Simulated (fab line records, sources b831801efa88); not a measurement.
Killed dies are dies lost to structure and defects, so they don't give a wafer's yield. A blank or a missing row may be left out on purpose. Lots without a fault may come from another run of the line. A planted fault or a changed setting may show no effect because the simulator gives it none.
fab line records | flow sky130
record lots=13 wafers=39 last_day=50
route steps=708 shown VIA2@527 METAL3@535 CAPM@553 CAP2M@615 PAD_OPEN@708
lots that met no fault: from a run of the same line without faults
start_h: hours from the record's first day to the start of the lot's first wafer shown | wait_h: hours since the lot's step before | " the same as in the row above | L1.1+2: a row that stands for several wafers | - no value, or no start given | * or withheld: withheld | < > ~ a bound
route shown NAME@n: a module of which the file shows steps, and the number in the route of the first | usual: mean/standard deviation of fault-free wafers | same: alike in all rows | chamber/n: place in a boat | sites: the reading at each site | _std_site: their standard deviation | _edge_site: outer sites' mean less inner sites' | radius_mm: how far each site lies from the wafer's centre | mask NAME#n: copy n | behind: the tool/chamber that last shaped the wafer | hold: why the lot was held/for how many hours/how that ended | device: the transistor (n, p or np) that didn't switch | end of line: the same wafers' tests at the end of the route | a step without rows: its recipe alone | killed: dies lost to structure and defects at the first sort, not the wafer's yield | map: a wafer's dies, x killed, . not, _ none there
set.NAME: the setting as run; set.NAME@STEP: as run at that earlier step | model.NAME: the simulator's own value behind a step, which no gauge read
steps of the route over a sample of lots; a table a step, a row a wafer
services: from which hour (start_h, from the record's first day; less than 0 if before it) a tool's chamber was out of use, for how many hours, and why
## steps
# step SKY_VIA2_SPUTTER_20
# recipe material=TiN target_thk_nm=20 chamber_pressure_pa=5 power_w=4000 time_s=80
# usual throttle_valve_pct=29.4/1.2
# columns lot.wafer tool chamber start_h wait_h throttle_valve_pct
L594.1 pvd_sputter-01 - 856.12 0.0 29.3
L594.4 " - " " 29.3
L594.6 " - " " 29.4
L596.1 pvd_sputter-01 - 867.47 0.0 27.6
L596.4 " - " " 29.6
L596.6 " - " " 27.9
L597.2 pvd_sputter-02 - 877.35 0.0 30.4
L597.3 " - " " 27.8
L597.5 " - " " 32.0
L599.4 pvd_sputter-04 - 898.38 0.0 28.2
L599.5 " - " " 29.5
L599.6 " - " " 30.0
L598.2 pvd_sputter-01 - 900.55 0.0 30.0
L598.5 " - " " 29.4
L598.6 " - " " 29.9
L601.1 pvd_sputter-01 - 917.88 0.0 29.3
L601.2 " - " " 30.3
L601.6 " - " " 27.7
L602.1 pvd_sputter-02 - 926.74 0.0 28.0
L602.2 " - " " 30.0
L602.4 " - " " 30.4
L603.2 pvd_sputter-04 - 928.53 0.0 28.0
L603.3 " - " " 29.7
L603.6 " - " " 30.1
L605.1 pvd_sputter-01 - 936.87 0.0 27.9
L605.4 " - " " 30.0
L605.5 " - " " 29.7
L606.1 pvd_sputter-02 - 944.87 0.0 32.2
L606.4 " - " " 27.5
L606.5 " - " " 31.8
L607.1 pvd_sputter-04 - 950.31 0.0 29.7
L607.2 " - " " 30.2
L607.5 " - " " 29.5
L616.1 pvd_sputter-02 - 1011.82 0.0 30.5
L616.2 " - " " 30.0
L616.5 " - " " 30.6
L617.2 pvd_sputter-04 - 1017.49 0.0 29.5
L617.4 " - " " 30.2
L617.5 " - " " 29.4
# step SKY_METAL3_SPUTTER_03
# recipe material=Ti target_thk_nm=5 power_w=3000 time_s=3.3 chamber_pressure_pa=0.4
# usual throttle_valve_pct=29.5/0.95
# columns lot.wafer tool chamber start_h wait_h throttle_valve_pct
L594.1 pvd_sputter-01 - 856.88 0.0 29.6
L594.4 " - " " 30.3
L594.6 " - " " 27.6
L596.1 pvd_sputter-03 - 868.23 0.0 29.0
L596.4 " - " " 29.6
L596.6 " - " " 30.8
L597.2 pvd_sputter-04 - 878.11 0.0 30.0
L597.3 " - " " 29.9
L597.5 " - " " 29.2
L599.4 pvd_sputter-01 - 899.14 0.0 29.9
L599.5 " - " " 29.9
L599.6 " - " " 29.4
L598.2 pvd_sputter-03 - 901.31 0.0 30.8
L598.5 " - " " 30.9
L598.6 " - " " 30.9
L601.1 pvd_sputter-03 - 918.70 0.0 29.4
L601.2 " - " " 30.8
L601.6 " - " " 29.5
L602.1 pvd_sputter-04 - 927.50 0.0 30.2
L602.2 " - " " 29.6
L602.4 " - " " 27.8
L603.2 pvd_sputter-01 - 929.29 0.0 27.4
L603.3 " - " " 29.7
L603.6 " - " " 30.0
L605.1 pvd_sputter-03 - 937.63 0.0 29.7
L605.4 " - " " 30.7
L605.5 " - " " 29.3
L606.1 pvd_sputter-04 - 945.66 0.0 29.6
L606.4 " - " " 28.0
L606.5 " - " " 29.5
L607.1 pvd_sputter-01 - 951.07 0.0 29.5
L607.2 " - " " 27.8
L607.5 " - " " 29.6
L616.1 pvd_sputter-03 - 1012.58 0.0 29.4
L616.2 " - " " 29.3
L616.5 " - " " 30.9
L617.2 pvd_sputter-01 - 1018.24 0.0 30.1
L617.4 " - " " 29.0
L617.5 " - " " 27.6
# step SKY_CAPM_CLEAN_16
# recipe chemistry=IPA time_s=180 temp_c=25
# columns lot.wafer tool chamber start_h wait_h
L594.1+4+6 wet_bench-04 0 883.88 0.0
L596.1+4+6 wet_bench-04 3 895.30 0.0
L597.2+3+5 wet_bench-02 3 904.43 0.0
L599.4+5+6 wet_bench-04 2 924.07 0.0
L598.2+5+6 wet_bench-04 1 925.93 0.0
L601.1+2+6 wet_bench-04 2 944.16 0.0
L602.1+2+4 wet_bench-01 3 952.36 0.0
L603.2+3+6 wet_bench-01 0 953.49 0.0
L605.1+4+5 wet_bench-04 2 962.68 0.0
L606.1+4+5 wet_bench-04 0 970.79 0.0
L607.1+2+5 wet_bench-04 1 975.50 0.0
L616.1+2+5 wet_bench-02 3 1035.93 0.0
L617.2+4+5 wet_bench-02 0 1042.59 0.0
# step SKY_CAP2M_OVL_MEAS_12
# usual CAP2M_OVL=-0.3/1.3
# columns lot.wafer tool chamber start_h wait_h CAP2M_OVL[nm]
L594.1 overlay-01 - 962.08 0.1 1.5
L594.4 " - " " 1.6
L594.6 " - " " 1.3
L596.1 overlay-02 - 972.98 0.1 -0.6
L596.4 " - " " 0.7
L596.6 " - " " -1.2
L597.2 overlay-01 - 982.19 0.1 -2.2
L597.3 " - " " -0.6
L597.5 " - " " -0.3
L599.4 overlay-01 - 1001.29 0.1 2.4
L599.5 " - " " 0.5
L599.6 " - " " 2.0
L598.2 overlay-02 - 1001.57 0.1 -1.4
L598.5 " - " " -1.3
L598.6 " - " " -2.0
L601.1 overlay-02 - 1019.80 0.1 1.7
L601.2 " - " " 1.4
L601.6 " - " " -0.2
L602.1 overlay-01 - 1026.90 0.1 -0.2
L602.2 " - " " -0.7
L602.4 " - " " 0.1
L603.2 overlay-02 - 1028.27 0.1 -1.6
L603.3 " - " " -2.5
L603.6 " - " " -1.1
L605.1 overlay-01 - 1037.87 0.1 -0.7
L605.4 " - " " -1.0
L605.5 " - " " -0.4
L606.1 overlay-02 - 1043.98 0.1 -0.3
L606.4 " - " " -0.5
L606.5 " - " " -1.9
L607.1 overlay-01 - 1050.10 0.1 -0.1
L607.2 " - " " 0.8
L607.5 " - " " 0.7
L616.1 overlay-02 - 1104.85 0.1 0.8
L616.2 " - " " 1.1
L616.5 " - " " 1.1
L617.2 overlay-01 - 1108.82 0.1 -1.7
L617.4 " - " " -1.1
L617.5 " - " " -0.5
# step SKY_PAD_OPEN_PROBE_99
# usual defect_limited_yield=82.9/1.9 killed_at_M0_to_M3=42/6.3 killed_at_M4_up=2.8/1.9 killed_at_contacts=23/5.3 killed_at_front_end=16/4.3 killed_at_other=0.2/0.51 killed_dies=84/9.3 killed_open=46/7.6 killed_short=38/6.3 sort_bin_3_pad_short=0.8/0.41 sort_bin_5_function=10.0/1.4 sort_bin_6_memory=6.2/1.1 sort_n_pass=408/9.3 sort_yield_pct=82.9/1.9
# same gross_dies=492 killed_at_back_side=0 sort_bin_4_leakage[%]=0 sort_bin_8_speed[%]=0
# columns lot.wafer tool chamber start_h wait_h hold defect_limited_yield[%] killed_at_M0_to_M3 killed_at_M4_up killed_at_contacts killed_at_front_end killed_at_other killed_dies killed_open killed_short sort_bin_3_pad_short[%] sort_bin_5_function[%] sort_bin_6_memory[%] sort_n_pass sort_yield_pct[%]
L594.1 prober-02 - 1085.00 0.1 - 83.1 44 1 22 16 0 83 39 44 1.0 9.3 6.5 409 83.1
L594.4 prober-02 - 1085.15 0.2 - 83.9 36 0 23 20 0 79 45 34 0.4 9.8 5.9 413 83.9
L594.6 prober-02 - 1085.25 0.2 - 83.7 43 1 22 14 0 80 46 34 0.8 9.8 5.7 412 83.7
L596.1 prober-02 - 1094.18 0.1 - 86.2 30 1 27 10 0 68 34 34 0.6 7.3 5.9 424 86.2
L596.4 prober-02 - 1094.33 0.2 - 83.1 51 3 17 12 0 83 45 38 0.2 10.2 6.5 409 83.1
L596.6 prober-02 - 1094.43 0.2 - 84.3 34 6 21 15 1 77 33 44 0.8 9.1 5.7 415 84.3
L597.2 prober-01 - 1099.55 0.1 - 83.7 44 3 21 12 0 80 54 26 0.6 10.0 5.7 412 83.7
L597.3 prober-01 - 1099.60 0.2 - 82.5 46 3 24 13 0 86 33 53 1.2 8.5 7.7 406 82.5
L597.5 prober-01 - 1099.70 0.2 - 80.1 49 5 27 17 0 98 46 52 1.2 11.4 7.3 394 80.1
L599.4 prober-02 - 1117.38 0.2 - 80.7 55 0 25 15 0 95 50 45 1.0 11.2 7.1 397 80.7
L599.5 prober-02 - 1117.43 0.2 - 82.5 33 7 25 21 0 86 48 38 0.8 12.0 4.7 406 82.5
L599.6 prober-02 - 1117.48 0.2 - 78.7 50 3 33 19 0 105 64 41 0.2 12.2 8.9 387 78.7
L598.2 prober-02 - 1118.78 0.1 - 82.7 55 3 15 12 0 85 49 36 0.6 11.8 4.9 407 82.7
L598.5 prober-02 - 1118.93 0.2 - 80.5 40 2 33 20 1 96 58 38 1.0 10.8 7.7 396 80.5
L598.6 prober-02 - 1118.98 0.2 - 84.3 44 4 17 12 0 77 50 27 0.4 7.7 7.5 415 84.3
L601.1 prober-01 - 1135.36 0.1 - 84.6 39 1 25 10 1 76 52 24 0.4 9.6 5.5 416 84.6
L601.2 prober-01 - 1135.41 0.1 - 84.8 40 1 21 12 1 75 43 32 0.2 9.1 5.9 417 84.8
L601.6 prober-01 - 1135.61 0.2 - 84.8 33 0 35 7 0 75 52 23 0.6 7.9 6.7 417 84.8
L602.1 prober-01 - 1139.72 0.1 - 85.2 35 2 21 15 0 73 41 32 0.6 9.8 4.5 419 85.2
L602.2 prober-01 - 1139.77 0.1 - 83.5 37 1 28 15 0 81 50 31 0.8 9.3 6.3 411 83.5
L602.4 prober-01 - 1139.87 0.2 - 83.5 29 3 29 20 0 81 43 38 0.6 9.1 6.7 411 83.5
L603.2 prober-01 - 1140.75 0.1 - 81.7 44 6 20 20 0 90 52 38 0.4 11.0 6.9 402 81.7
L603.3 prober-01 - 1140.80 0.2 - 84.6 40 4 24 8 0 76 43 33 1.0 9.8 4.7 416 84.6
L603.6 prober-01 - 1140.95 0.2 - 82.1 43 6 26 12 1 88 47 41 0.4 11.6 5.9 404 82.1
L605.1 prober-01 - 1147.57 0.1 await_dispo/5.4h/release 70.9 36 5 21 27 54 143 52 37 4.3 16.5 8.3 349 70.9
L605.4 prober-01 - 1147.72 0.2 await_dispo/5.4h/release 73.0 44 3 17 7 62 133 41 30 3.5 15.2 8.3 359 73.0
L605.5 prober-01 - 1147.77 0.2 await_dispo/5.4h/release 73.4 30 4 22 17 58 131 33 40 3.3 14.8 8.5 361 73.4
L606.1 prober-01 - 1151.84 0.1 await_dispo/3.3h/release 73.4 45 0 19 12 55 131 51 25 2.8 18.3 5.5 361 73.4
L606.4 prober-01 - 1151.99 0.2 await_dispo/3.3h/release 69.9 38 3 31 19 57 148 53 38 3.0 19.3 7.7 344 69.9
L606.5 prober-01 - 1152.04 0.2 await_dispo/3.3h/release 75.6 30 4 15 14 57 120 30 33 3.0 16.3 5.1 372 75.6
L607.1 prober-02 - 1158.78 0.1 await_dispo/3.1h/release 71.5 40 4 26 18 52 140 48 40 4.1 16.7 7.7 352 71.5
L607.2 prober-02 - 1158.83 0.1 await_dispo/3.1h/release 74.0 42 1 16 9 60 128 33 35 3.9 15.7 6.5 364 74.0
L607.5 prober-02 - 1158.98 0.2 await_dispo/3.1h/release 73.8 38 1 22 13 55 129 42 32 4.9 14.6 6.7 363 73.8
L616.1 prober-02 - 1202.19 0.1 - 82.1 42 9 18 19 0 88 45 43 1.2 10.8 5.9 404 82.1
L616.2 prober-02 - 1202.24 0.1 - 82.1 46 4 23 15 0 88 50 38 0.2 11.0 6.7 404 82.1
L616.5 prober-02 - 1202.39 0.2 - 83.5 37 8 19 14 3 81 37 44 1.0 9.1 6.3 411 83.5
L617.2 prober-01 - 1205.43 0.1 - 79.5 54 3 29 15 0 101 57 44 0.6 12.6 7.3 391 79.5
L617.4 prober-01 - 1205.53 0.2 - 79.9 43 2 34 20 0 99 63 36 1.0 10.8 8.3 393 79.9
L617.5 prober-01 - 1205.58 0.2 - 79.3 60 1 25 16 0 102 55 47 2.0 13.0 5.7 390 79.3
# killed by level:class
L594.1 CONTACT:geometric_particle:open=11 METAL2:geometric_particle:short=11 VIA1:geometric_particle:open=9 VIA1:geometric_particle:short=7 CONTACT:geometric_particle:short=5 POLY_GATE:geometric_particle:open=4 METAL3:geometric_particle:short=4 VIA3:geometric_particle:open=4
L594.4 CONTACT:geometric_particle:open=8 FIELD_ISO:geometric_particle:open=7 LI_CONTACT:geometric_particle:open=7 VIA2:geometric_particle:open=7 POLY_GATE:geometric_particle:short=6 VIA3:geometric_particle:open=6 FIELD_ISO:geometric_particle:short=5 VIA1:geometric_particle:open=5
L594.6 VIA1:geometric_particle:open=11 VIA3:geometric_particle:open=9 CONTACT:geometric_particle:open=8 LOCAL_INTERCONNECT:geometric_particle:short=7 VIA2:geometric_particle:open=7 POLY_GATE:geometric_particle:short=5 METAL1:geometric_particle:short=5 VIA3:geometric_particle:short=5
L596.1 CONTACT:geometric_particle:open=13 VIA1:geometric_particle:open=8 LI_CONTACT:geometric_particle:open=5 POLY_GATE:geometric_particle:short=4 CONTACT:geometric_particle:short=4 METAL1:geometric_particle:short=4 VIA1:geometric_particle:short=4 METAL2:geometric_particle:short=4
L596.4 VIA1:geometric_particle:open=10 CONTACT:geometric_particle:open=8 VIA3:geometric_particle:open=8 METAL3:geometric_particle:short=5 METAL1:geometric_particle:short=5 VIA3:geometric_particle:short=5 VIA2:geometric_particle:open=4 LI_CONTACT:geometric_particle:short=3
L596.6 CONTACT:geometric_particle:short=8 VIA2:geometric_particle:short=8 LI_CONTACT:geometric_particle:open=7 VIA1:geometric_particle:short=5 VIA1:geometric_particle:open=4 VIA3:geometric_particle:open=4 METAL4:geometric_particle:short=4 FIELD_ISO:geometric_particle:open=3
L597.2 VIA1:geometric_particle:open=14 VIA3:geometric_particle:open=8 CONTACT:geometric_particle:open=7 LI_CONTACT:geometric_particle:open=6 METAL1:geometric_particle:short=5 METAL2:geometric_particle:short=4 VIA2:geometric_particle:open=4 FIELD_ISO:geometric_particle:open=3
L597.3 METAL1:geometric_particle:short=9 LI_CONTACT:geometric_particle:open=6 LOCAL_INTERCONNECT:geometric_particle:short=6 CONTACT:geometric_particle:short=6 VIA2:geometric_particle:open=5 VIA1:geometric_particle:short=5 VIA1:geometric_particle:open=5 METAL2:geometric_particle:short=5
L597.5 VIA1:geometric_particle:open=10 LI_CONTACT:geometric_particle:open=7 LOCAL_INTERCONNECT:geometric_particle:short=7 CONTACT:geometric_particle:open=7 VIA1:geometric_particle:short=7 VIA3:geometric_particle:open=7 METAL1:geometric_particle:short=6 VIA2:geometric_particle:open=5
L599.4 VIA1:geometric_particle:open=16 CONTACT:geometric_particle:open=12 VIA3:geometric_particle:short=7 VIA1:geometric_particle:short=7 LOCAL_INTERCONNECT:geometric_particle:short=6 METAL2:geometric_particle:short=5 VIA3:geometric_particle:open=5 POLY_GATE:geometric_particle:short=4
L599.5 VIA1:geometric_particle:open=9 VIA2:geometric_particle:open=6 LI_CONTACT:geometric_particle:open=6 CONTACT:geometric_particle:short=6 LOCAL_INTERCONNECT:geometric_particle:short=5 CONTACT:geometric_particle:open=5 METAL2:geometric_particle:short=5 FIELD_ISO:geometric_particle:open=4
L599.6 LI_CONTACT:geometric_particle:open=12 CONTACT:geometric_particle:open=12 VIA1:geometric_particle:open=10 VIA2:geometric_particle:open=9 METAL1:geometric_particle:short=6 METAL3:geometric_particle:short=6 FIELD_ISO:geometric_particle:short=5 VIA3:geometric_particle:open=5
L598.2 VIA1:geometric_particle:open=12 VIA3:geometric_particle:open=9 METAL2:geometric_particle:short=8 VIA1:geometric_particle:short=5 LI_CONTACT:geometric_particle:open=5 CONTACT:geometric_particle:open=5 VIA2:geometric_particle:open=5 FIELD_ISO:geometric_particle:open=4
L598.5 CONTACT:geometric_particle:open=13 VIA2:geometric_particle:open=12 VIA1:geometric_particle:open=8 POLY_GATE:geometric_particle:open=7 LI_CONTACT:geometric_particle:open=7 LI_CONTACT:geometric_particle:short=5 VIA3:geometric_particle:open=5 VIA1:geometric_particle:short=5
L598.6 VIA1:geometric_particle:open=16 VIA3:geometric_particle:open=7 CONTACT:geometric_particle:open=6 LI_CONTACT:geometric_particle:open=5 FIELD_ISO:geometric_particle:open=3 CONTACT:geometric_particle:short=3 METAL1:geometric_particle:short=3 METAL1:geometric_particle:open=3
L601.1 VIA1:geometric_particle:open=17 CONTACT:geometric_particle:open=10 LI_CONTACT:geometric_particle:open=8 VIA2:geometric_particle:open=5 METAL1:geometric_particle:short=4 FIELD_ISO:geometric_particle:open=3 POLY_GATE:geometric_particle:short=3 CONTACT:geometric_particle:short=3
L601.2 VIA1:geometric_particle:open=14 CONTACT:geometric_particle:open=8 LI_CONTACT:geometric_particle:open=6 VIA3:geometric_particle:open=5 METAL2:geometric_particle:short=4 VIA2:geometric_particle:short=4 LI_CONTACT:geometric_particle:short=3 FIELD_ISO:geometric_particle:short=3
L601.6 CONTACT:geometric_particle:open=17 VIA1:geometric_particle:open=10 LI_CONTACT:geometric_particle:open=9 VIA2:geometric_particle:open=6 VIA3:geometric_particle:open=6 CONTACT:geometric_particle:short=5 FIELD_ISO:geometric_particle:short=4 LOCAL_INTERCONNECT:geometric_particle:short=3
L602.1 METAL2:geometric_particle:short=10 CONTACT:geometric_particle:open=8 VIA3:geometric_particle:open=6 VIA2:geometric_particle:open=6 FIELD_ISO:geometric_particle:open=5 LI_CONTACT:geometric_particle:open=5 POLY_GATE:geometric_particle:open=5 CONTACT:geometric_particle:short=4
L602.2 VIA1:geometric_particle:open=13 CONTACT:geometric_particle:open=9 CONTACT:geometric_particle:short=7 LI_CONTACT:geometric_particle:open=5 LOCAL_INTERCONNECT:geometric_particle:short=5 METAL2:geometric_particle:short=5 FIELD_ISO:geometric_particle:open=4 POLY_GATE:geometric_particle:open=4
L602.4 CONTACT:geometric_particle:open=13 LI_CONTACT:geometric_particle:open=6 FIELD_ISO:geometric_particle:open=5 METAL1:geometric_particle:short=5 METAL2:geometric_particle:short=5 CONTACT:geometric_particle:short=4 VIA2:geometric_particle:open=4 POLY_GATE:geometric_particle:short=3
L603.2 VIA1:geometric_particle:open=15 CONTACT:geometric_particle:open=9 LI_CONTACT:geometric_particle:open=7 FIELD_ISO:geometric_particle:short=6 VIA2:geometric_particle:open=6 METAL1:geometric_particle:short=5 METAL2:geometric_particle:short=4 METAL4:geometric_particle:short=4
L603.3 CONTACT:geometric_particle:open=9 METAL1:geometric_particle:short=9 VIA1:geometric_particle:open=8 VIA3:geometric_particle:open=7 VIA2:geometric_particle:open=6 CONTACT:geometric_particle:short=5 LI_CONTACT:geometric_particle:open=4 LOCAL_INTERCONNECT:geometric_particle:short=4
L603.6 CONTACT:geometric_particle:open=12 VIA2:geometric_particle:open=8 LI_CONTACT:geometric_particle:open=5 METAL2:geometric_particle:short=5 CONTACT:geometric_particle:short=5 VIA1:geometric_particle:short=5 VIA2:geometric_particle:short=5 METAL3:geometric_particle:short=5
L605.1 CAPM:unspecified=54 VIA1:geometric_particle:open=12 CONTACT:geometric_particle:open=9 FIELD_ISO:geometric_particle:open=7 LI_CONTACT:geometric_particle:open=7 POLY_GATE:geometric_particle:open=6 POLY_GATE:geometric_particle:short=6 VIA2:geometric_particle:short=6
L605.4 CAPM:unspecified=62 VIA3:geometric_particle:open=11 VIA1:geometric_particle:open=10 CONTACT:geometric_particle:short=7 VIA2:geometric_particle:open=6 LI_CONTACT:geometric_particle:open=4 CONTACT:geometric_particle:open=4 VIA1:geometric_particle:short=4
L605.5 CAPM:unspecified=58 FIELD_ISO:geometric_particle:short=9 CONTACT:geometric_particle:short=8 FIELD_ISO:geometric_particle:open=6 VIA2:geometric_particle:open=6 CONTACT:geometric_particle:open=6 METAL2:geometric_particle:short=6 VIA1:geometric_particle:open=5
L606.1 CAPM:unspecified=55 VIA3:geometric_particle:open=10 VIA2:geometric_particle:open=9 LI_CONTACT:geometric_particle:open=8 VIA1:geometric_particle:open=8 METAL1:geometric_particle:short=6 CONTACT:geometric_particle:open=5 FIELD_ISO:geometric_particle:open=4
L606.4 CAPM:unspecified=57 VIA1:geometric_particle:open=11 LI_CONTACT:geometric_particle:open=9 CONTACT:geometric_particle:open=9 VIA3:geometric_particle:open=7 POLY_GATE:geometric_particle:short=6 METAL1:geometric_particle:short=6 CONTACT:geometric_particle:short=5
L606.5 CAPM:unspecified=57 FIELD_ISO:geometric_particle:short=8 METAL1:geometric_particle:short=7 VIA1:geometric_particle:short=7 LI_CONTACT:geometric_particle:open=6 CONTACT:geometric_particle:open=5 VIA2:geometric_particle:open=5 VIA1:geometric_particle:open=3
L607.1 CAPM:unspecified=52 VIA1:geometric_particle:open=9 FIELD_ISO:geometric_particle:short=8 CONTACT:geometric_particle:open=8 LOCAL_INTERCONNECT:geometric_particle:short=7 LI_CONTACT:geometric_particle:open=6 VIA3:geometric_particle:open=6 VIA2:geometric_particle:open=6
L607.2 CAPM:unspecified=60 VIA1:geometric_particle:open=12 LI_CONTACT:geometric_particle:open=6 VIA2:geometric_particle:open=5 METAL3:geometric_particle:short=5 METAL2:geometric_particle:short=4 LI_CONTACT:geometric_particle:short=4 VIA2:geometric_particle:short=4
L607.5 CAPM:unspecified=55 CONTACT:geometric_particle:open=10 VIA1:geometric_particle:short=8 VIA1:geometric_particle:open=8 LI_CONTACT:geometric_particle:open=5 LOCAL_INTERCONNECT:geometric_particle:short=5 FIELD_ISO:geometric_particle:open=4 POLY_GATE:geometric_particle:open=4
L616.1 FIELD_ISO:geometric_particle:open=10 METAL2:geometric_particle:short=10 CONTACT:geometric_particle:open=8 METAL4:geometric_particle:short=7 VIA1:geometric_particle:open=7 FIELD_ISO:geometric_particle:short=6 VIA2:geometric_particle:open=6 CONTACT:geometric_particle:short=4
L616.2 VIA3:geometric_particle:open=10 LI_CONTACT:geometric_particle:open=9 VIA1:geometric_particle:open=9 VIA2:geometric_particle:open=6 FIELD_ISO:geometric_particle:open=5 LOCAL_INTERCONNECT:geometric_particle:short=5 CONTACT:geometric_particle:open=5 VIA2:geometric_particle:short=5
L616.5 CONTACT:geometric_particle:open=7 VIA3:geometric_particle:open=7 FIELD_ISO:geometric_particle:open=6 CONTACT:geometric_particle:short=6 VIA1:geometric_particle:open=6 METAL4:geometric_particle:short=6 METAL2:geometric_particle:short=5 VIA2:geometric_particle:open=5
L617.2 VIA1:geometric_particle:open=15 CONTACT:geometric_particle:open=14 VIA1:geometric_particle:short=9 VIA3:geometric_particle:open=8 CONTACT:geometric_particle:short=6 METAL2:geometric_particle:short=6 POLY_GATE:geometric_particle:short=5 LI_CONTACT:geometric_particle:open=5
L617.4 CONTACT:geometric_particle:open=18 VIA1:geometric_particle:open=12 VIA3:geometric_particle:open=8 POLY_GATE:geometric_particle:short=7 LI_CONTACT:geometric_particle:open=7 VIA1:geometric_particle:short=7 VIA2:geometric_particle:open=6 FIELD_ISO:geometric_particle:open=4
L617.5 CONTACT:geometric_particle:open=13 VIA2:geometric_particle:open=10 METAL2:geometric_particle:short=9 VIA1:geometric_particle:open=8 METAL1:geometric_particle:short=7 VIA1:geometric_particle:short=5 VIA2:geometric_particle:short=5 VIA3:geometric_particle:short=5
## services
# columns tool chamber start_h hours kind
pvd_sputter-03 1 859.64 - consumable_replace:kit
pvd_sputter-03 1 859.64 18.0 scheduled_down
pvd_sputter-03 1 859.64 18.0 vent_cycle
wet_bench-04 - 869.62 4.4 pm
wet_bench-02 - 877.40 1.6 repair
pvd_sputter-01 - 943.66 3.0 repair
pvd_sputter-03 - 945.22 2.5 repair
pvd_sputter-03 - 946.85 3.5 repair
pvd_sputter-02 0 958.13 - consumable_replace:kit
pvd_sputter-02 0 958.13 18.0 scheduled_down
pvd_sputter-02 0 958.13 18.0 vent_cycle
pvd_sputter-01 1 982.13 - consumable_replace:kit
pvd_sputter-01 1 982.13 18.0 scheduled_down
pvd_sputter-01 1 982.13 18.0 vent_cycle
pvd_sputter-03 0 992.11 - consumable_replace:kit
pvd_sputter-03 0 992.11 18.0 scheduled_down
pvd_sputter-03 0 992.11 18.0 vent_cycle
pvd_sputter-02 - 993.35 5.5 repair
pvd_sputter-04 0 994.96 - consumable_replace:kit
pvd_sputter-04 0 994.96 18.0 scheduled_down
pvd_sputter-04 0 994.96 18.0 vent_cycle
pvd_sputter-03 - 995.67 5.6 repair
pvd_sputter-02 - 1015.64 4.9 repair
## key
first_sign step=SKY_PAD_OPEN_PROBE_99 reading=killed_at_other direction=up sigmas=56 usual=0.2 struck=56.7
effect step=SKY_PAD_OPEN_PROBE_99 reading=sort_bin_3_pad_short direction=up sigmas=6.8 usual=0.8 struck=3.6
met_at SKY_CAPM_CLEAN_16
struck_lots L605,L606,L607
not_acting_at SKY_VIA2_SPUTTER_20,SKY_METAL3_SPUTTER_03,SKY_CAP2M_OVL_MEAS_12
onset_between 944.16 962.68
fault kind=chamber_particle_source tool=wet_bench-04 chamber=- onset_h=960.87 steps=SKY_CAPM_CLEAN_16 rate_per_visit_cm2=1.03 end_h=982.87
